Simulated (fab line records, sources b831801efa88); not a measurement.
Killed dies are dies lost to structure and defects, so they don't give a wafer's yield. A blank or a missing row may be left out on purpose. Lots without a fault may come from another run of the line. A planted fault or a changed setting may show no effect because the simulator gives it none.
Which tool did it? | flow gf180mcu | 13 lots, 39 wafers sampled, at 5 steps of a route of 602

WHAT THE GAUGES READ, wafer by wafer
GF_HV_LDD_CD_MEAS_46: target cd 400 nm. Usual: cd_nm 399.4 nm, standard deviation 2.6.
lot  | measured     | on        | cd_nm (nm)        | flag
L227 | day 12 09:37 | cd_sem-02 | 397.2 400.1 399.1 |
L231 | day 14 00:18 | cd_sem-02 | 402.9 402.5 400.1 |
L232 | day 14 12:49 | cd_sem-02 | 403.4 402.5 402.6 |
L233 | day 14 21:11 | cd_sem-01 | 394.6 395.1 396.8 |
L234 | day 15 09:50 | cd_sem-02 | 397.1 397.9 400.0 |
L235 | day 15 17:35 | cd_sem-02 | 396.4 399.9 396.3 |
L240 | day 17 14:01 | cd_sem-02 | 396.3 396.6 395.8 |
L243 | day 18 06:30 | cd_sem-01 | 400.4 397.8 397.7 |
L244 | day 18 07:17 | cd_sem-01 | 404.1 403.7 403.4 |
L246 | day 19 00:26 | cd_sem-01 | 399.3 400.1 397.4 |
L247 | day 19 07:20 | cd_sem-01 | 398.4 399.4 400.3 |
L248 | day 19 14:58 | cd_sem-01 | 398.3 399.4 399.7 |
L249 | day 20 01:32 | cd_sem-01 | 400.6 399.6 400.3 |

GF_HV_LDD_RS_MEAS_53: measures by four-point-probe. Usual: HV_LDD_RS 418.3 ohm/sq, standard deviation 1.1.
lot  | measured     | on            | HV_LDD_RS (ohm/sq) | flag
L227 | day 12 10:11 | film_metro-01 | 417.8 419.0 417.3  |
L231 | day 14 00:53 | film_metro-01 | 418.1 418.5 418.2  |
L232 | day 14 13:31 | film_metro-01 | 418.2 418.2 418.6  |
L233 | day 14 21:46 | film_metro-04 | 417.9 417.9 417.3  |
L234 | day 15 10:34 | film_metro-01 | 418.4 419.1 418.3  |
L235 | day 15 18:11 | film_metro-03 | 418.7 420.0 419.4  |
L240 | day 17 14:36 | film_metro-03 | 418.1 417.7 418.3  |
L243 | day 18 07:05 | film_metro-01 | 409.5 408.8 409.3  | OFF
L244 | day 18 07:52 | film_metro-03 | 411.7 410.8 411.4  | OFF
L246 | day 19 01:01 | film_metro-03 | 419.8 418.8 418.7  |
L247 | day 19 07:55 | film_metro-03 | 419.5 420.0 419.1  |
L248 | day 19 15:34 | film_metro-01 | 418.0 417.0 418.6  |
L249 | day 20 02:07 | film_metro-04 | 419.2 418.1 418.2  |

GF_NSD_CD_MEAS_07: target cd 400 nm. Usual: cd_nm 399.8 nm, standard deviation 2.2.
lot  | measured     | on        | cd_nm (nm)        | flag
L227 | day 13 07:11 | cd_sem-02 | 400.6 400.2 400.5 |
L231 | day 15 01:00 | cd_sem-02 | 401.5 398.3 400.7 |
L232 | day 15 13:52 | cd_sem-02 | 399.6 400.1 399.8 |
L233 | day 15 22:14 | cd_sem-01 | 399.2 397.5 400.3 |
L234 | day 16 11:23 | cd_sem-01 | 398.5 399.6 399.5 |
L235 | day 16 19:59 | cd_sem-01 | 401.9 399.6 400.6 |
L240 | day 18 16:37 | cd_sem-02 | 399.9 402.9 401.9 |
L243 | day 19 09:48 | cd_sem-01 | 401.5 400.4 398.2 |
L244 | day 19 11:41 | cd_sem-01 | 397.6 399.3 398.1 |
L246 | day 20 04:08 | cd_sem-01 | 400.1 398.4 399.3 |
L247 | day 20 10:44 | cd_sem-02 | 395.6 396.5 397.8 |
L248 | day 20 19:28 | cd_sem-01 | 399.9 397.3 400.9 |
L249 | day 21 04:14 | cd_sem-02 | 397.8 397.5 399.0 |

WHICH TOOL RAN EACH LOT (tool, then ch and the chambers of the sampled wafers, then the start)
lot  | GF_HV_LDD_IMPLANT_36            | GF_HV_LDD_ETCHBACK_58
L227 | implanter-01 ch 0, day 11 15:57 | rie_diel-01 ch 2,3, day 12 12:52
L231 | implanter-01 ch 0, day 13 05:24 | rie_diel-02 ch 1,2, day 14 04:47
L232 | implanter-02 ch 0, day 13 17:44 | rie_diel-01 ch 0,1, day 14 16:43
L233 | implanter-02 ch 0, day 14 00:35 | rie_diel-01 ch 0,1, day 15 01:10
L234 | implanter-02 ch 0, day 14 12:29 | rie_diel-04 ch 0,1,3, day 15 13:16
L235 | implanter-01 ch 0, day 14 20:31 | rie_diel-04 ch 0,1,3, day 15 21:22
L240 | implanter-01 ch 0, day 16 14:47 | rie_diel-01 ch 0,1,3, day 17 17:17
L243 | implanter-02 ch 0, day 17 06:45 | rie_diel-01 ch 2,3, day 18 09:45
L244 | implanter-02 ch 0, day 17 07:57 | rie_diel-01 ch 1,3, day 18 11:11
L246 | implanter-01 ch 0, day 18 00:41 | rie_diel-04 ch 0,1,3, day 19 03:42
L247 | implanter-01 ch 0, day 18 07:39 | rie_diel-04 ch 0,2,3, day 19 10:32
L248 | implanter-01 ch 0, day 18 14:16 | rie_diel-01 ch 0,1, day 19 18:55
L249 | implanter-01 ch 0, day 19 01:27 | rie_diel-01 ch 0,2, day 20 04:47
- GF_HV_LDD_IMPLANT_36
- GF_HV_LDD_ETCHBACK_58: etches Si3N4 in CH3F/O2, stops on SiO2, time 100 s, target depth 90 nm.

WHAT THE TOOLS THEMSELVES READ (means of the sampled wafers that have a number; where no wafer has one, the mark that the record gives instead)
GF_HV_LDD_IMPLANT_36. Usual: beam_on_s 9.98 s, standard deviation 0.2; faraday_current_uA 42.4, standard deviation 0.84.
lot  | tool         | beam_on_s (s) | faraday_current_uA | flag
L227 | implanter-01 | 10.07         | 42.0               |
L231 | implanter-01 | 9.98          | 42.4               |
L232 | implanter-02 | 9.96          | 42.4               |
L233 | implanter-02 | 9.67          | 43.7               |
L234 | implanter-02 | 10.15         | 41.7               |
L235 | implanter-01 | 9.82          | 43.0               |
L240 | implanter-01 | 10.09         | 41.9               |
L243 | implanter-02 | 14.08         | 30.1               | OFF
L244 | implanter-02 | 14.27         | 29.6               | OFF
L246 | implanter-01 | 10.00         | 42.3               |
L247 | implanter-01 | 9.91          | 42.8               |
L248 | implanter-01 | 9.94          | 42.5               |
L249 | implanter-01 | 10.02         | 42.2               |

GF_HV_LDD_ETCHBACK_58. Usual: ch3f_flow_sccm 40.01 sccm, standard deviation 0.11; drypump_motor_current_A 5.8 A, standard deviation 0.57; oes_product_au 0.843 a.u., standard deviation 0.0072; throttle_valve_pct 10.561 %, standard deviation 0.0095.
lot  | tool        | ch3f_flow_sccm (sccm) | drypump_motor_current_A (A) | oes_product_au (a.u.) | throttle_valve_pct (%) | flag
L227 | rie_diel-01 | 40.10                 | 6.0                         | 0.837                 | 10.554                 |
L231 | rie_diel-02 | 40.01                 | 5.9                         | 0.847                 | 10.553                 |
L232 | rie_diel-01 | 40.12                 | 5.8                         | 0.847                 | 10.562                 |
L233 | rie_diel-01 | 39.97                 | 5.8                         | 0.838                 | 10.562                 |
L234 | rie_diel-04 | 40.04                 | 5.5                         | 0.841                 | 10.568                 |
L235 | rie_diel-04 | 39.97                 | 5.5                         | 0.839                 | 10.572                 |
L240 | rie_diel-01 | 40.05                 | 5.6                         | 0.843                 | 10.557                 |
L243 | rie_diel-01 | 40.11                 | 6.0                         | 0.835                 | 10.563                 |
L244 | rie_diel-01 | 40.03                 | 5.2                         | 0.846                 | 10.562                 |
L246 | rie_diel-04 | 40.05                 | 5.5                         | 0.840                 | 10.557                 |
L247 | rie_diel-04 | 40.02                 | 5.8                         | 0.853                 | 10.561                 |
L248 | rie_diel-01 | 39.99                 | 5.8                         | 0.840                 | 10.560                 |
L249 | rie_diel-01 | 39.93                 | 6.2                         | 0.847                 | 10.561                 |

THE ANSWER, worked out from the rows above alone
Rule: a lot is off if the mean of its wafers that have a number lies more than 3 standard deviations from the usual mean. A lot without any number at a reading at which 4 lots or more have one is off too. The other lots that the step has rows for count as sound. The gauges are gone through in route order, then the tools' own readings, and for those a lot's mean is taken as printed above. The first step at which some lot is off is used, and at that step the reading that is off furthest; a lot without a number counts as furthest.
Off: L243, L244, at GF_HV_LDD_RS_MEAS_53 (HV_LDD_RS).
A tool fits if, at a process step before that reading, it ran every lot that is off, and no sound lot after the first of them. The gauges at GF_HV_LDD_RS_MEAS_53 aren't tried: what is off there is off at GF_HV_LDD_IMPLANT_36 too, on other tools, and a gauge's error can't cause that. One fits: implanter-02 at GF_HV_LDD_IMPLANT_36. Its last sound lot is L234 (day 14 12:29), its first lot that is off L243 (day 17 06:45): a fault that began between those two fits.
The tool's own readings at GF_HV_LDD_IMPLANT_36 bear it out: on the lots that are off they differ by more than 5 times the standard deviation of the sound lots' means. beam_on_s reads 14.18 s there against 9.96 s on the sound lots; faraday_current_uA reads 29.9 there against 42.4 on the sound lots.

WHAT THE SIMULATOR HAD PUT IN
Process parameter drift: implanter-02, from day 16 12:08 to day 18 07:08, at GF_HV_LDD_IMPLANT_36. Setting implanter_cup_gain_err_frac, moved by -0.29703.
Lots struck among those shown: L243, L244. The rule above found the same.
